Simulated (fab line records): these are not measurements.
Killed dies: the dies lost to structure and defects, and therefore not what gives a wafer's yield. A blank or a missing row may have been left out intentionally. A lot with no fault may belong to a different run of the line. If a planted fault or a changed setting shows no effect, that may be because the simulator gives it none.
fab line records	flow gf180mcu
record: lots: 5	wafers: 23
route steps=602 shown V4@488 MIM@507 M5@530 V5@557 TOP_METAL@568 PASSIVATION@593
start-h: hours from the record's first day to the start of the lot's first wafer shown	wait-h: hours since the lot's step before	" as in the row above	L1.1+2: a single row standing in for several wafers	- no value, or no start given	* or withheld: withheld	< > ~ a bound
route shown NAME@n: NAME is a module with steps in the file, n the number in the route of the first one	usual: average and standard deviation across the fault-free wafers	same: alike in all rows	chamber/n: place in a boat	sites: the reading at each site	_std_site: their standard deviation	_edge_site: inner sites' mean taken away from outer sites' mean	radius-mm: how far each site lies from the wafer's centre	mask NAME#n: copy n	behind: the most recent tool/chamber to have shaped the wafer	hold: cause of the lot's hold/its duration in hours/its outcome	device: names the non-switching transistor (n, p or np)	end of line: the route-end tests of the same wafers	a step given without rows: its recipe and nothing more	killed: dies that structure and defects cost at the first sort, which is not the same as the wafer's yield	map: the dies of a wafer, with x for killed, . for not killed, _ for no die there
set.NAME: the setting the step ran with; set.NAME@STEP: the setting that earlier step ran with	model.NAME: the simulator's own value behind a step, which no gauge read
lots where settings were altered on purpose, with a table for each step and a row for each wafer
== steps ==
step: GF_V4_PEB_12
recipe: peb-temp-c: 135	peb-time-s: 90	resist: KrF
lot.wafer	tool	chamber	start-h	wait-h	set.peb-time-s
L075.1+6	litho-track-04	0	-	-	80.66
L075.3+4+5	"	0	"	"	90
L076.1+5+6	litho-track-04	0	-	-	90
L076.3+4	"	0	"	"	77.72
L079.2+5+6	litho-track-04	0	-	-	90
L082.1+3+4	litho-track-03	0	-	-	95.59
L082.5+6	"	0	"	"	90
L084.2+4+5	litho-track-03	0	-	-	90
L084.3+6	"	0	"	"	99.13
step: GF_V4_DEVELOP_13
recipe: develop-time-s: 58.91	resist: KrF	dev-temp-c: 21
lot.wafer	tool	chamber	start-h	wait-h	set.peb-time-s@V4_PEB_12	model.V4.cd-nm
L075.1	litho-track-04	0	563.41	0.2	80.66	257.9
L075.3	"	0	"	"	90	260.8
L075.4	"	0	"	"	90	261
L075.5	"	0	"	"	90	260.7
L075.6	"	0	"	"	80.66	257.8
L076.1	litho-track-04	0	575.16	0.2	90	259.8
L076.3	"	0	"	"	77.72	256.5
L076.4	"	0	"	"	77.72	256.3
L076.5	"	0	"	"	90	260.2
L076.6	"	0	"	"	90	260.8
L079.2	litho-track-04	0	594.69	0.2	90	261.3
L079.5	"	0	"	"	90	261
L079.6	"	0	"	"	90	261.2
L082.1	litho-track-03	0	619.11	0.2	95.59	261.7
L082.3	"	0	"	"	95.59	261.4
L082.4	"	0	"	"	95.59	260.1
L082.5	"	0	"	"	90	261.8
L082.6	"	0	"	"	90	260.6
L084.2	litho-track-03	0	645.33	0.2	90	261.4
L084.3	"	0	"	"	99.13	264.3
L084.4	"	0	"	"	90	261.9
L084.5	"	0	"	"	90	262
L084.6	"	0	"	"	99.13	264.1
step: GF_V4_CD_MEAS_14
recipe: target-cd-nm: 260
usual: cd-nm: 260.2/0.95
lot.wafer	tool	chamber	start-h	wait-h	set.peb-time-s@V4_PEB_12	cd-nm
L075.1	cd-sem-02	-	563.56	0.1	80.66	258.0
L075.3	"	-	"	"	90	261.0
L075.4	"	-	"	"	90	260.6
L075.5	"	-	"	"	90	260.7
L075.6	"	-	"	"	80.66	257.4
L076.1	cd-sem-02	-	575.31	0.1	90	259.6
L076.3	"	-	"	"	77.72	256.8
L076.4	"	-	"	"	77.72	256.2
L076.5	"	-	"	"	90	260.3
L076.6	"	-	"	"	90	260.7
L079.2	cd-sem-01	-	594.83	0.1	90	261.5
L079.5	"	-	"	"	90	260.8
L079.6	"	-	"	"	90	261.3
L082.1	cd-sem-01	-	619.34	0.2	95.59	261.5
L082.3	"	-	"	"	95.59	261.4
L082.4	"	-	"	"	95.59	260.1
L082.5	"	-	"	"	90	261.6
L082.6	"	-	"	"	90	261.0
L084.2	cd-sem-01	-	645.48	0.1	90	260.9
L084.3	"	-	"	"	99.13	263.8
L084.4	"	-	"	"	90	261.8
L084.5	"	-	"	"	90	262.2
L084.6	"	-	"	"	99.13	264.0
step: GF_V4_ETCH_16
recipe: chemistry: N2/H2	target-depth-a: withheld	overetch-a: withheld	time-s: withheld	target: BARC	ion-energy-ev: 200	source-w: 500	bias-w: 100	pressure-mtorr: 30	n2-flow-sccm: 100	h2-flow-sccm: 200
lot.wafer	tool	chamber	start-h	wait-h	set.peb-time-s@V4_PEB_12	model.V4.cd-nm
L075.1	rie-diel-01	0	563.72	0.0	*	258
L075.3	"	3	"	"	*	261.2
L075.4	"	1	"	"	*	260.9
L075.5	"	0	"	"	*	261.1
L075.6	"	1	"	"	*	257
L076.1	rie-diel-03	0	575.47	0.0	*	259.6
L076.3	"	3	"	"	*	256.3
L076.4	"	1	"	"	*	255.9
L076.5	"	3	"	"	*	260.3
L076.6	"	2	"	"	*	260.9
L079.2	rie-diel-01	0	594.97	0.0	*	262.2
L079.5	"	1	"	"	*	260.5
L079.6	"	0	"	"	*	261.8
L082.1	rie-diel-01	3	619.50	0.0	*	262.7
L082.3	"	1	"	"	*	261.4
L082.4	"	0	"	"	*	260.4
L082.5	"	1	"	"	*	261.6
L082.6	"	2	"	"	*	260.4
L084.2	rie-diel-01	3	645.61	0.0	*	261.2
L084.3	"	1	"	"	*	263.6
L084.4	"	2	"	"	*	261.3
L084.5	"	0	"	"	*	261.7
L084.6	"	3	"	"	*	263.4
step: GF_V4_ETCH_17
recipe: chemistry: C4F8/O2/Ar	mask-material: KrF	target: SiO2	stop-on: TiN	source-w: 1500	bias-w: 1200	pressure-mtorr: 40	c4f8-flow-sccm: withheld	O2_flow_sccm: 6	Ar_flow_sccm: 300	time-s: withheld	target-depth-a: 6300
usual: oes-product-au: 0.855/0.0041
lot.wafer	tool	chamber	start-h	wait-h	set.leave-above-ref-nm@V4_CMP_04	oes-product-au	model.V4.feature-depth-nm
L075.1	rie-diel-01	0	-	-	656.5	0.877	657.3
L075.3	"	3	"	"	632.5	0.858	632.9
L075.4	"	1	"	"	656.5	0.871	656.4
L075.5	"	0	"	"	632.5	0.858	633.2
L075.6	"	1	"	"	656.5	0.878	656.4
L076.1	rie-diel-03	0	-	-	632.5	0.855	634.2
L076.3	"	3	"	"	632.5	0.860	632.3
L076.4	"	1	"	"	632.5	0.859	632.6
L076.5	"	3	"	"	632.5	0.856	633.1
L076.6	"	2	"	"	632.5	0.854	632.9
L079.2	rie-diel-01	0	-	-	632.5	0.850	631
L079.5	"	1	"	"	632.5	0.851	632.4
L079.6	"	0	"	"	632.5	0.857	632.3
L082.1	rie-diel-01	3	-	-	632.5	0.858	632.8
L082.3	"	1	"	"	632.5	0.856	632.7
L082.4	"	0	"	"	650.4	0.874	649.8
L082.5	"	1	"	"	632.5	0.857	633.6
L082.6	"	2	"	"	650.4	0.870	651.5
L084.2	rie-diel-01	3	-	-	632.5	0.848	633.2
L084.3	"	1	"	"	662.8	0.879	662
L084.4	"	2	"	"	632.5	0.853	633.2
L084.5	"	0	"	"	662.8	0.881	663.2
L084.6	"	3	"	"	632.5	0.856	632.3
step: GF_MIM_SPUTTER_04
recipe: material: TiN	target-thk-nm: 50	power-w: 6500	time-s: 41.7	chamber-pressure-pa: 0.4
lot.wafer	tool	chamber	start-h	wait-h	set.power-w	model.TiN_of_MIM_SPUTTER_04.thk-nm
L075.1	pvd-sputter-03	-	565.25	0.0	6500	50.16
L075.3	"	-	"	"	6500	49.92
L075.4	"	-	"	"	6500	50.09
L075.5	"	-	"	"	6500	50.52
L075.6	"	-	"	"	6500	50.31
L076.1	pvd-sputter-01	-	577.04	0.0	7248	54.62
L076.3	"	-	"	"	6500	49.31
L076.4	"	-	"	"	6500	49.13
L076.5	"	-	"	"	7248	54.76
L076.6	"	-	"	"	6500	49.23
L079.2	pvd-sputter-04	-	596.54	0.0	6500	50.49
L079.5	"	-	"	"	6500	50.69
L079.6	"	-	"	"	6500	50.93
L082.1	pvd-sputter-01	-	621.10	0.0	6500	50.2
L082.3	"	-	"	"	6823	52.36
L082.4	"	-	"	"	6500	50.31
L082.5	"	-	"	"	6500	49.82
L082.6	"	-	"	"	6823	52.58
L084.2	pvd-sputter-03	-	647.42	0.0	6500	49.91
L084.3	"	-	"	"	6500	49.93
L084.4	"	-	"	"	6500	49.87
L084.5	"	-	"	"	6500	49.84
L084.6	"	-	"	"	6500	49.82
step: GF_MIM_SPUTTER_07
recipe: material: TiN	target-thk-nm: 60	power-w: 6500	time-s: 50	chamber-pressure-pa: 0.4
lot.wafer	tool	chamber	start-h	wait-h	set.time-s	model.TiN_of_MIM_SPUTTER_07.thk-nm
L075.1	pvd-sputter-01	-	565.39	0.1	44.71	53.92
L075.3	"	-	"	"	44.71	54.08
L075.4	"	-	"	"	50	59.82
L075.5	"	-	"	"	44.71	53.86
L075.6	"	-	"	"	50	60.55
L076.1	pvd-sputter-04	-	577.17	0.1	50	59.73
L076.3	"	-	"	"	46.86	55.98
L076.4	"	-	"	"	46.86	56.42
L076.5	"	-	"	"	46.86	56.23
L076.6	"	-	"	"	50	59.55
L079.2	pvd-sputter-03	-	596.68	0.0	50	59.66
L079.5	"	-	"	"	50	60.61
L079.6	"	-	"	"	50	60.16
L082.1	pvd-sputter-04	-	621.24	0.1	43.64	52.12
L082.3	"	-	"	"	50	59.7
L082.4	"	-	"	"	50	59.41
L082.5	"	-	"	"	43.64	51.74
L082.6	"	-	"	"	50	59.53
L084.2	pvd-sputter-01	-	647.56	0.0	44.75	53.43
L084.3	"	-	"	"	44.75	53.55
L084.4	"	-	"	"	50	60.26
L084.5	"	-	"	"	50	59.71
L084.6	"	-	"	"	50	60.01
step: GF_M5_EXPOSE_04
recipe: mask-id: Metal5	target-cd-nm: 280	na: 0.68	source-shape: conventional	sigma-outer: 0.6	dose-mj: 28
lot.wafer	tool	chamber	start-h	wait-h	mask	set.dose-mj
L075.1+4	krf-scanner-01	0	-	-	Metal5#0	28
L075.3+5+6	"	0	"	"	Metal5#0	29.84
L076.1+3	krf-scanner-01	0	-	-	Metal5#0	27.39
L076.4+5+6	"	0	"	"	Metal5#0	28
L079.2+5+6	krf-scanner-01	0	-	-	Metal5#0	28
L082.1+4+6	krf-scanner-02	0	-	-	Metal5#0	30.09
L082.3+5	"	0	"	"	Metal5#0	28
L084.2+4	krf-scanner-02	0	-	-	Metal5#0	29.86
L084.3+5+6	"	0	"	"	Metal5#0	28
step: GF_M5_PEB_05
recipe: peb-temp-c: 135	peb-time-s: 90	resist: KrF
lot.wafer	tool	chamber	start-h	wait-h	set.peb-temp-c
L075.1+5	litho-track-04	0	-	-	136.1
L075.3+4+6	"	0	"	"	135
L076.1+3+4+5+6	litho-track-04	0	-	-	135
L079.2+5+6	litho-track-02	0	-	-	135
L082.1+3+4+5+6	litho-track-04	0	-	-	135
L084.2+3+4	litho-track-02	0	-	-	135
L084.5+6	"	0	"	"	131
step: GF_M5_DEVELOP_06
recipe: develop-time-s: 60	dev-temp-c: 21
step: GF_M5_CD_MEAS_07
recipe: target-cd-nm: 280
usual: cd-nm: 279.8/1.1
lot.wafer	tool	chamber	start-h	wait-h	set.dose-mj@M5_EXPOSE_04	set.peb-temp-c@M5_PEB_05	cd-nm
L075.1	cd-sem-01	-	607.81	0.1	28	136.1	274.6
L075.3	"	-	"	"	29.84	135	267.8
L075.4	"	-	"	"	28	135	276.5
L075.5	"	-	"	"	29.84	136.1	265.9
L075.6	"	-	"	"	29.84	135	267.8
L076.1	cd-sem-02	-	620.01	0.1	27.39	135	286.1
L076.3	"	-	"	"	27.39	135	284.0
L076.4	"	-	"	"	28	135	280.3
L076.5	"	-	"	"	28	135	280.4
L076.6	"	-	"	"	28	135	280.6
L079.2	cd-sem-02	-	637.54	0.1	28	135	280.1
L079.5	"	-	"	"	28	135	279.7
L079.6	"	-	"	"	28	135	280.5
L082.1	cd-sem-02	-	662.16	0.1	30.09	135	267.9
L082.3	"	-	"	"	28	135	279.4
L082.4	"	-	"	"	30.09	135	268.6
L082.5	"	-	"	"	28	135	279.1
L082.6	"	-	"	"	30.09	135	269.0
L084.2	cd-sem-01	-	686.29	0.1	29.86	135	270.4
L084.3	"	-	"	"	28	135	280.9
L084.4	"	-	"	"	29.86	135	271.1
L084.5	"	-	"	"	28	131	292.7
L084.6	"	-	"	"	28	131	292.7
step: GF_M5_ETCH_09
recipe: chemistry: CF4/O2	target: Si3N4	target-depth-nm: 52	source-w: 800	bias-w: 150	pressure-mtorr: 150	cf4-flow-sccm: 80	O2_flow_sccm: 10	time-s: 11.6
lot.wafer	tool	chamber	start-h	wait-h	set.dose-mj@M5_EXPOSE_04	set.peb-temp-c@M5_PEB_05	model.M5.cd-nm
L075.1	rie-diel-04	0	607.97	0.0	28	136.1	274.8
L075.3	"	1	"	"	29.84	135	267.6
L075.4	"	1	"	"	28	135	276.7
L075.5	"	2	"	"	29.84	136.1	266
L075.6	"	0	"	"	29.84	135	268.1
L076.1	rie-diel-04	1	620.17	0.0	27.39	135	286
L076.3	"	2	"	"	27.39	135	284.1
L076.4+6	"	0,1	"	"	28	135	280.3
L076.5	"	2	"	"	28	135	280.7
L079.2	rie-diel-01	3	637.68	0.0	28	135	280
L079.5	"	0	"	"	28	135	279.8
L079.6	"	3	"	"	28	135	280.3
L082.1	rie-diel-04	1	662.32	0.0	30.09	135	268
L082.3	"	2	"	"	28	135	279.6
L082.4	"	1	"	"	30.09	135	268.5
L082.5	"	2	"	"	28	135	279.3
L082.6	"	1	"	"	30.09	135	268.9
L084.2	rie-diel-01	2	686.43	0.0	29.86	135	270
L084.3	"	0	"	"	28	135	280.9
L084.4	"	1	"	"	29.86	135	271.4
L084.5	"	2	"	"	28	131	292.3
L084.6	"	3	"	"	28	131	292.6
step: GF_M5_METAL_ETCH_10
recipe: chemistry: Cl2/BCl3	mask-material: KrF	target-depth-nm: 627.5	stop-on: SiO2	pressure-mtorr: 8	icp-w: 800	bias-w: 140	Cl2_flow_sccm: 80	bcl3-flow-sccm: 40	time-s: 104.6
lot.wafer	tool	chamber	start-h	wait-h	set.dose-mj@M5_EXPOSE_04	set.peb-temp-c@M5_PEB_05	model.M5.cd-nm
L075.1	rie-metal-03	0	607.99	0.0	28	136.1	271.6
L075.3	"	0	"	"	29.84	135	264.1
L075.4	"	1	"	"	28	135	275.2
L075.5	"	1	"	"	29.84	136.1	263.1
L075.6	"	0	"	"	29.84	135	265.6
L076.1	rie-metal-01	1	620.19	0.0	27.39	135	287
L076.3	"	1	"	"	27.39	135	286.3
L076.4	"	0	"	"	28	135	280.6
L076.5	"	1	"	"	28	135	281
L076.6	"	0	"	"	28	135	282.2
L079.2	rie-metal-01	1	637.70	0.0	28	135	285.8
L079.5	"	1	"	"	28	135	283
L079.6	"	0	"	"	28	135	285
L082.1	rie-metal-03	0	662.35	0.0	30.09	135	270.4
L082.3	"	0	"	"	28	135	277.3
L082.4	"	1	"	"	30.09	135	268.3
L082.5	"	0	"	"	28	135	279.7
L082.6	"	1	"	"	30.09	135	268.8
L084.2	rie-metal-03	1	686.45	0.0	29.86	135	268.6
L084.3	"	0	"	"	28	135	281.2
L084.4	"	1	"	"	29.86	135	271.8
L084.5	"	1	"	"	28	131	293.8
L084.6	"	0	"	"	28	131	291.2
step: GF_V5_ETCH_17
recipe: chemistry: C4F8/O2/Ar	mask-material: KrF	target: SiO2	stop-on: TiN	source-w: 1500	bias-w: 1200	pressure-mtorr: 40	c4f8-flow-sccm: withheld	O2_flow_sccm: 6	Ar_flow_sccm: 300	time-s: withheld	target-depth-a: 8550
lot.wafer	tool	chamber	start-h	wait-h	set.source-w	set.power-w@MIM_SPUTTER_04	model.TiN_of_MIM_SPUTTER_04.thk-nm
L075.1	rie-diel-02	0	-	-	1500	6500	50.16
L075.3	"	3	"	"	1500	6500	49.92
L075.4	"	1	"	"	1500	6500	50.09
L075.5	"	3	"	"	1616	6500	49.41
L075.6	"	0	"	"	1616	6500	49.22
L076.1	rie-diel-04	0	-	-	1500	7248	54.62
L076.3	"	2	"	"	1500	6500	49.31
L076.4	"	1	"	"	1449	6500	49.13
L076.5	"	0	"	"	1500	7248	54.76
L076.6	"	2	"	"	1449	6500	49.23
L079.2	rie-diel-02	2	-	-	1500	6500	50.49
L079.5	"	3	"	"	1500	6500	50.69
L079.6	"	2	"	"	1500	6500	50.93
L082.1	rie-diel-02	0	-	-	1500	6500	50.2
L082.3	"	3	"	"	1500	6823	52.36
L082.4	"	2	"	"	1656	6500	48.85
L082.5	"	1	"	"	1656	6500	48.4
L082.6	"	0	"	"	1656	6823	51.14
L084.2	rie-diel-04	1	-	-	1500	6500	49.91
L084.3	"	0	"	"	1361	6500	49.93
L084.4	"	1	"	"	1500	6500	49.87
L084.5	"	0	"	"	1500	6500	49.84
L084.6	"	2	"	"	1361	6500	49.82
step: GF_TOP_METAL_SPUTTER_01
recipe: material: TiN	target-thk-nm: 30	power-w: 6500	time-s: 25	chamber-pressure-pa: 0.4
lot.wafer	tool	chamber	start-h	wait-h	set.time-s	model.TiN_of_TOP_METAL_SPUTTER_01.thk-nm
L075.1	pvd-sputter-02	-	630.96	0.1	23.62	28.91
L075.3	"	-	"	"	25	30.58
L075.4	"	-	"	"	25	30.9
L075.5	"	-	"	"	25	30.78
L075.6	"	-	"	"	23.62	28.65
L076.1	pvd-sputter-04	-	643.01	0.1	25	30.43
L076.3	"	-	"	"	23.94	29.25
L076.4	"	-	"	"	25	30.45
L076.5	"	-	"	"	23.94	29.07
L076.6	"	-	"	"	23.94	29
L079.2	pvd-sputter-04	-	660.21	0.1	25	29.59
L079.5	"	-	"	"	25	29.82
L079.6	"	-	"	"	25	29.76
L082.1	pvd-sputter-02	-	684.00	0.1	25	30.12
L082.3	"	-	"	"	25	29.73
L082.4	"	-	"	"	25	29.9
L082.5	"	-	"	"	25	30.17
L082.6	"	-	"	"	25	29.84
L084.2	pvd-sputter-01	-	707.50	0.1	25	30.26
L084.3	"	-	"	"	22.9	27.66
L084.4	"	-	"	"	22.9	27.59
L084.5	"	-	"	"	25	30.15
L084.6	"	-	"	"	25	30.36
step: GF_PASSIVATION_COAT_06
recipe: spin-rpm: 2000	resist-thk-nm: 4000
lot.wafer	tool	chamber	start-h	wait-h	set.spin-rpm	model.coat_of_PASSIVATION_COAT_06.thk-nm
L075.1	litho-track-03	0	661.36	0.1	2000	4007
L075.3	"	0	"	"	1889	4117
L075.4	"	0	"	"	2000	3995
L075.5	"	0	"	"	1889	4113
L075.6	"	0	"	"	1889	4118
L076.1	litho-track-01	0	674.02	0.1	2000	4013
L076.3	"	0	"	"	2000	4021
L076.4	"	0	"	"	2000	4017
L076.5	"	0	"	"	1864	4167
L076.6	"	0	"	"	1864	4162
L079.2+5	litho-track-03	0	690.18	0.1	2000	4009
L079.6	"	0	"	"	2000	4010
L082.1	litho-track-02	0	711.97	0.1	2113	3902
L082.3	"	0	"	"	2000	4009
L082.4	"	0	"	"	2113	3904
L082.5	"	0	"	"	2113	3901
L082.6	"	0	"	"	2000	4012
L084.2	litho-track-01	0	734.95	0.1	2128	3871
L084.3	"	0	"	"	2000	3991
L084.4	"	0	"	"	2128	3870
L084.5	"	0	"	"	2000	3990
L084.6	"	0	"	"	2128	3876
step: GF_PASSIVATION_ETCH_11
recipe: chemistry: CF4/O2	target-depth-nm: 1800	stop-on: TiN	source-w: 800	bias-w: 150	pressure-mtorr: 150	cf4-flow-sccm: 80	O2_flow_sccm: 10	time-s: 400
lot.wafer	tool	chamber	start-h	wait-h	set.source-w	set.spin-rpm@PASSIVATION_COAT_06	model.coat_of_PASSIVATION_COAT_06.thk-nm
L075.1	rie-diel-01	0	671.47	-	800	2000	2808
L075.3	"	1	"	"	800	1889	2929
L075.4	"	2	"	"	734	2000	2872
L075.5	"	3	"	"	734	1889	3014
L075.6	"	0	"	"	800	1889	2921
L076.1	rie-diel-03	3	683.17	-	833.8	2000	2774
L076.3	"	1	"	"	800	2000	2822
L076.4	"	2	"	"	833.8	2000	2789
L076.5	"	2	"	"	800	1864	2985
L076.6	"	1	"	"	833.8	1864	2923
L079.2	rie-diel-01	1	699.62	-	800	2000	2812
L079.5	"	2	"	"	800	2000	2787
L079.6	"	0	"	"	800	2000	2810
L082.1	rie-diel-01	0	721.32	-	868.8	2113	2605
L082.3	"	1	"	"	800	2000	2828
L082.4	"	2	"	"	868.8	2113	2600
L082.5	"	3	"	"	800	2113	2688
L082.6	"	0	"	"	800	2000	2814
L084.2	rie-diel-02	2	743.42	-	800	2128	2666
L084.3	"	1	"	"	800	2000	2815
L084.4	"	0	"	"	800	2128	2680
L084.5	"	0	"	"	800	2000	2803
L084.6	"	3	"	"	800	2128	2669
step: GF_PASSIVATION_STRIP_12
recipe: chemistry: O2/N2	power-w: 1400	pressure-mtorr: 1500	platen-temp-c: 250	o2-flow-sccm: 3000	n2-flow-sccm: 300	overash-fraction: 0.5
usual: strip-time-to-endpoint-s: 34.79/0.18
lot.wafer	tool	chamber	start-h	wait-h	set.pressure-mtorr	set.spin-rpm@PASSIVATION_COAT_06	set.source-w@PASSIVATION_ETCH_11	strip-time-to-endpoint-s
L075.1	plasma-asher-02	0	671.71	0.1	1662	2000	800	34.03
L075.3	"	0	"	"	1662	1889	800	35.40
L075.4	"	1	"	"	1662	2000	734	34.76
L075.5	"	1	"	"	1662	1889	734	36.33
L075.6	"	0	"	"	1662	1889	800	35.31
L076.1	plasma-asher-02	1	683.41	0.1	1689	2000	833.8	33.54
L076.3	"	0	"	"	1689	2000	800	34.09
L076.4	"	1	"	"	1689	2000	833.8	33.70
L076.5	"	1	"	"	1689	1864	800	35.90
L076.6	"	0	"	"	1689	1864	833.8	35.23
L079.2	plasma-asher-02	0	699.86	0.1	1500	2000	800	34.91
L079.5	"	0	"	"	1500	2000	800	34.62
L079.6	"	1	"	"	1500	2000	800	34.88
L082.1	plasma-asher-04	0	721.56	0.1	1610	2113	868.8	31.97
L082.3	"	1	"	"	1610	2000	800	34.51
L082.4	"	0	"	"	1610	2113	868.8	31.91
L082.5	"	1	"	"	1610	2113	800	32.90
L082.6	"	0	"	"	1610	2000	800	34.32
L084.2	plasma-asher-04	1	743.66	0.1	1708	2128	800	32.26
L084.3	"	1	"	"	1708	2000	800	33.94
L084.4	"	0	"	"	1708	2128	800	32.41
L084.5	"	0	"	"	1708	2000	800	33.79
L084.6	"	1	"	"	1708	2128	800	32.29
== key ==
split: step: GF_V4_PEB_12	setting: peb-time-s	stated: 90	by: wafer
response: step: GF_V4_DEVELOP_13	reading: model.V4.cd-nm	change: +0.246	per: 1%	r: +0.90
response: step: GF_V4_CD_MEAS_14	reading: cd-nm	change: +0.238	per: 1%	r: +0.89
response: step: GF_V4_ETCH_16	reading: model.V4.cd-nm	change: +0.271	per: 1%	r: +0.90
split: step: GF_MIM_SPUTTER_04	setting: power-w	stated: 6500	by: wafer
response: step: GF_MIM_SPUTTER_04	reading: model.TiN_of_MIM_SPUTTER_04.thk-nm	change: +0.475	per: 1%	r: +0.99
response: step: GF_V5_ETCH_17	reading: model.TiN_of_MIM_SPUTTER_04.thk-nm	change: +0.483	per: 1%	r: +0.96
split: step: GF_MIM_SPUTTER_07	setting: time-s	stated: 50	by: wafer
response: step: GF_MIM_SPUTTER_07	reading: model.TiN_of_MIM_SPUTTER_07.thk-nm	change: +0.597	per: 1%	r: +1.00
split: step: GF_M5_EXPOSE_04	setting: dose-mj	stated: 28	by: wafer
response: step: GF_M5_CD_MEAS_07	reading: cd-nm	change: -1.8	per: 1%	r: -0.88
response: step: GF_M5_ETCH_09	reading: model.M5.cd-nm	change: -1.81	per: 1%	r: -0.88
response: step: GF_M5_METAL_ETCH_10	reading: model.M5.cd-nm	slope: -1.45	per: 1%	together-with: peb-temp-c@M5_PEB_05	explained: 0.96
split: step: GF_M5_PEB_05	setting: peb-temp-c	stated: 135	by: wafer
response: step: GF_M5_CD_MEAS_07	reading: cd-nm	slope: -3.97	per: 1%	together-with: dose-mj@M5_EXPOSE_04	explained: 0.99
response: step: GF_M5_ETCH_09	reading: model.M5.cd-nm	slope: -3.88	per: 1%	together-with: dose-mj@M5_EXPOSE_04	explained: 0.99
response: step: GF_M5_METAL_ETCH_10	reading: model.M5.cd-nm	slope: -4.05	per: 1%	together-with: dose-mj@M5_EXPOSE_04	explained: 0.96
split: step: GF_V5_ETCH_17	setting: source-w	stated: 1500	by: wafer
response none clear
split: step: GF_TOP_METAL_SPUTTER_01	setting: time-s	stated: 25	by: wafer
response: step: GF_TOP_METAL_SPUTTER_01	reading: model.TiN_of_TOP_METAL_SPUTTER_01.thk-nm	change: +0.325	per: 1%	r: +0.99
split: step: GF_PASSIVATION_COAT_06	setting: spin-rpm	stated: 2000	by: wafer
response: step: GF_PASSIVATION_COAT_06	reading: model.coat_of_PASSIVATION_COAT_06.thk-nm	change: -20.1	per: 1%	r: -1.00
response: step: GF_PASSIVATION_ETCH_11	reading: model.coat_of_PASSIVATION_COAT_06.thk-nm	change: -24.5	per: 1%	r: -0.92
response: step: GF_PASSIVATION_STRIP_12	reading: strip-time-to-endpoint-s	change: *	per: 1%	r: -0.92
split: step: GF_PASSIVATION_ETCH_11	setting: source-w	stated: 800	by: wafer
response: step: GF_PASSIVATION_ETCH_11	reading: model.coat_of_PASSIVATION_COAT_06.thk-nm	slope: -10.1	per: 1%	together-with: spin-rpm@PASSIVATION_COAT_06	explained: 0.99
response: step: GF_PASSIVATION_STRIP_12	reading: strip-time-to-endpoint-s	slope: *	per: 1%	together-with: spin-rpm@PASSIVATION_COAT_06	explained: 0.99
split: step: GF_PASSIVATION_STRIP_12	setting: pressure-mtorr	stated: 1500	by: lot
response none clear
split outside-this-file step=GF_V4_CMP_04 setting=leave-above-ref-nm
split outside-this-file: this setting was split too, and the file shows its column; the key of that split is in another file
